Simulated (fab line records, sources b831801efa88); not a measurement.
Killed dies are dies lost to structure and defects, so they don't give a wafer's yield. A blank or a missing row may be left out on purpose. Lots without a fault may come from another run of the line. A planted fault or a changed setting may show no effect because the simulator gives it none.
Problem report in the 8D (eight disciplines) form, filled by code | flow sky130 | the parts of the form that need people (team, actions taken, sign-off) are left out

1. THE PROBLEM
cd_nm at SKY_METAL3_CD_MEAS_13 reads a mean of 290.4 nm on 3 wafers of 3 lots; wafers without a fault read 299.9 nm with a standard deviation of 1.4. That is -6.8 standard deviations from the usual mean.
The step: target cd 300 nm.
First seen on wafer L302.4, day 40 19:58, on cd_sem-02. The record holds 36 wafers of 13 lots with a number at this step. Rule for "out", or "out of limits": more than 4 standard deviations from the usual mean. The other wafers with a number count as sound.

2. WHAT IT IS AND WHAT IT IS NOT
question                    | is                     | is not
which readings at this step | cd_nm                  | -
which lots                  | L300, L302, L303       | L295, L296, L297, L307, L311, L314, L315, L316, L317, L318
which wafers of those lots  | L300.1, L302.4, L303.4 | L300.3, L302.3, L303.3
read on which gauges        | cd_sem-01, cd_sem-02   | -
when                        | from day 40 19:58      | up to then (10 sound wafers); but 23 sound wafers of L300, L303, L307, L311, L314, L315, L316, L317, L318 came after

3. SUSPECTS, AND WHAT RULES EACH OUT
Counting: a tool at a process step up to the reading stays a suspect if it ran every lot that is out. Sound lots after the first of them don't rule it out here, since some wafers of a struck lot are sound.
- the gauge at SKY_METAL3_CD_MEAS_13: ruled out. The wafers that are out were read on 2 gauges (cd_sem-01, cd_sem-02).
- krf_scanner-01 at SKY_METAL3_EXPOSE_10 (exposes mask MM3, target cd 300 nm): kept. It ran every lot that is out, first L302 (day 40 07:38); its last sound lot up to then is L296 (day 38 11:37).
Left after counting: krf_scanner-01 at SKY_METAL3_EXPOSE_10.

4. THE CAUSE (what the simulator had put in)
Process parameter drift: krf_scanner-01, from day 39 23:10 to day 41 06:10, at SKY_METAL3_EXPOSE_10. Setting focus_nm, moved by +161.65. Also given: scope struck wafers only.
Counting left only this tool.

5. THE CHAIN OF EFFECTS, in route order
Each row: a reading whose mean over the struck wafers that have a number lies more than 3 standard deviations from the usual. Only readings for which the record gives a usual standard deviation are gone through. hours: the time from each lot's start at the first step in this table that gives one to its start at this step, as a median over the lots. sigmas: the change in usual standard deviations.
hours | step                  | reading | usual    | on struck wafers | change | sigmas
0     | SKY_METAL3_CD_MEAS_13 | cd_nm   | 299.9 nm | 290.4            | -9.5   | -6.8

6. WHAT WOULD HAVE CAUGHT IT SOONER
In this record the first reading out of limits at a measuring or inspecting step was taken at day 40 19:58, 21 hours after the fault began at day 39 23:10.
All the lots that are out (3) had begun SKY_METAL3_EXPOSE_10 on krf_scanner-01 by day 40 19:58. A hold on the tool at that time would have spared none of them.
